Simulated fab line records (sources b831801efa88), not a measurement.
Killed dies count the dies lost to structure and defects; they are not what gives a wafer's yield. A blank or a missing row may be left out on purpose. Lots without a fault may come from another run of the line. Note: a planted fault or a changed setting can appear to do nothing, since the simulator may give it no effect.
Shared-tool check    flow sky130    33 wafers sampled across 11 lots

== WHAT PROMPTED THE OPENING ==
2 of 11 lots carry a flag on the reading VIA3_HDPCVD_THK at SKY_VIA3_THK_MEAS_01. Wafers without a fault read 1622 nm, standard deviation 15.
Rule: a lot is flagged when every wafer of it that has a number lies more than 4 standard deviations from that mean, or none has a number. All remaining lots are regarded as sound.

lot   measured      on             VIA3_HDPCVD_THK (nm), wafer by wafer  flag
L971  day 39 05:59  film_metro-02  1628 1615 1624                        
L972  day 39 09:54  film_metro-01  1581 1592 1602                        
L973  day 39 18:44  film_metro-01  1605 1636 1616                        
L975  day 40 14:04  film_metro-03  1724 1742 1709                        FLAGGED
L978  day 41 17:56  film_metro-01  1727 1739 1730                        FLAGGED
L988  day 44 02:53  film_metro-03  1637 1637 1591                        
L987  day 44 04:36  film_metro-02  1578 1593 1590                        
L989  day 44 11:26  film_metro-03  1618 1632 1604                        
L990  day 44 13:42  film_metro-02  1622 1625 1645                        
L991  day 44 19:55  film_metro-02  1637 1626 1622                        
L993  day 45 10:02  film_metro-01  1623 1624 1632                        
The numbers of the flagged lots are 1728 nm on average: +106 nm against the usual, or +7 standard deviations.

== WHICH TOOL EACH LOT WENT THROUGH ==
3 process steps preceding the reading are held in the record, out of 708 steps in the route. Read each cell as the tool, then ch plus the chambers that the sampled wafers visited, then the start.
lot   flag     SKY_METAL3_ETCH_17                  SKY_METAL3_METAL_ETCH_18           SKY_VIA3_HDPCVD_00
L971           rie_diel-01 ch 0,3, day 39 04:59    rie_metal-02 ch 0,1, day 39 05:04  hdpcvd-02 ch 0,1,2, day 39 05:52
L972           rie_diel-04 ch 0,1,2, day 39 08:56  rie_metal-02 ch 0,1, day 39 08:57  hdpcvd-02 ch 0,1, day 39 09:44
L973           rie_diel-04 ch 2,3, day 39 17:44    rie_metal-03 ch 0, day 39 17:45    hdpcvd-02 ch 0,1,2, day 39 18:33
L975  FLAGGED  rie_diel-02 ch 1,2, day 40 12:51    rie_metal-04 ch 0, day 40 13:03    hdpcvd-02 ch 0,1,2, day 40 13:57
L978  FLAGGED  rie_diel-01 ch 0,2,3, day 41 16:59  rie_metal-02 ch 0,1, day 41 17:00  hdpcvd-02 ch 0,1, day 41 17:46
L988           rie_diel-04 ch 0,1,2, day 44 01:53  rie_metal-04 ch 0,1, day 44 01:54  hdpcvd-01 ch 0,1, day 44 02:42
L987           rie_diel-04 ch 0,1,3, day 44 03:38  rie_metal-04 ch 0,1, day 44 03:40  hdpcvd-02 ch 0,2, day 44 04:26
L989           rie_diel-01 ch 0,2, day 44 10:20    rie_metal-04 ch 0,1, day 44 10:21  hdpcvd-01 ch 0,2, day 44 11:16
L990           rie_diel-04 ch 1,2,3, day 44 12:20  rie_metal-02 ch 0,1, day 44 12:21  hdpcvd-01 ch 0,1, day 44 13:31
L991           rie_diel-02 ch 1,2, day 44 18:53    rie_metal-02 ch 0,1, day 44 18:55  hdpcvd-01 ch 1,2, day 44 19:44
L993           rie_diel-01 ch 1,2, day 45 08:56    rie_metal-03 ch 0,1, day 45 08:58  hdpcvd-02 ch 0,1, day 45 09:51
What these steps do:
- SKY_METAL3_ETCH_17: etches SiO2 in C4F8/O2/Ar, stops on TiN, time 3.9 s, target depth 15 nm.
- SKY_METAL3_METAL_ETCH_18: etches the open film in Cl2/BCl3, stops on SiO2, target depth 845 nm, time 183.1 s.
- SKY_VIA3_HDPCVD_00: deposits SiO2, target thk 1635 nm, time 272.5 s.
- SKY_VIA3_THK_MEAS_01

== FLAGGED OVER TOTAL, TOOL BY TOOL (the gauges that took the reading come last) ==
step                      tool           lots run  flagged  share of the flagged lots  sound lots run after its first flagged lot
SKY_METAL3_ETCH_17        rie_diel-01    4         1        some                       2 (L989,L993)
SKY_METAL3_ETCH_17        rie_diel-02    2         1        some                       1 (L991)
SKY_METAL3_ETCH_17        rie_diel-04    5         0        none                       -
SKY_METAL3_METAL_ETCH_18  rie_metal-02   5         1        some                       2 (L990,L991)
SKY_METAL3_METAL_ETCH_18  rie_metal-03   2         0        none                       -
SKY_METAL3_METAL_ETCH_18  rie_metal-04   4         1        some                       3 (L988,L987,L989)
SKY_VIA3_HDPCVD_00        hdpcvd-01      4         0        none                       -
SKY_VIA3_HDPCVD_00        hdpcvd-02      7         2        all                        2 (L987,L993)
SKY_VIA3_THK_MEAS_01      film_metro-01  4         1        some                       1 (L993)
SKY_VIA3_THK_MEAS_01      film_metro-02  4         0        none                       -
SKY_VIA3_THK_MEAS_01      film_metro-03  3         1        some                       2 (L988,L989)

== WHAT IS ALLOWED BY THE TABLE ==
In the table, 1 row covers all flagged lots: hdpcvd-02 at SKY_VIA3_HDPCVD_00.
- hdpcvd-02 at SKY_VIA3_HDPCVD_00 ran 7 lots, 2 of them flagged. Sound lots ran on it after the first flagged one (L987, L993), which a lasting fault on the whole tool wouldn't allow. Its own readings (run_length_s) fall more than 4 standard deviations out on all wafers of the flagged lots.
There is no row in the table that ran each flagged lot and no sound lot after the first.

== WHAT WAS PUT IN BY THE SIMULATOR ==
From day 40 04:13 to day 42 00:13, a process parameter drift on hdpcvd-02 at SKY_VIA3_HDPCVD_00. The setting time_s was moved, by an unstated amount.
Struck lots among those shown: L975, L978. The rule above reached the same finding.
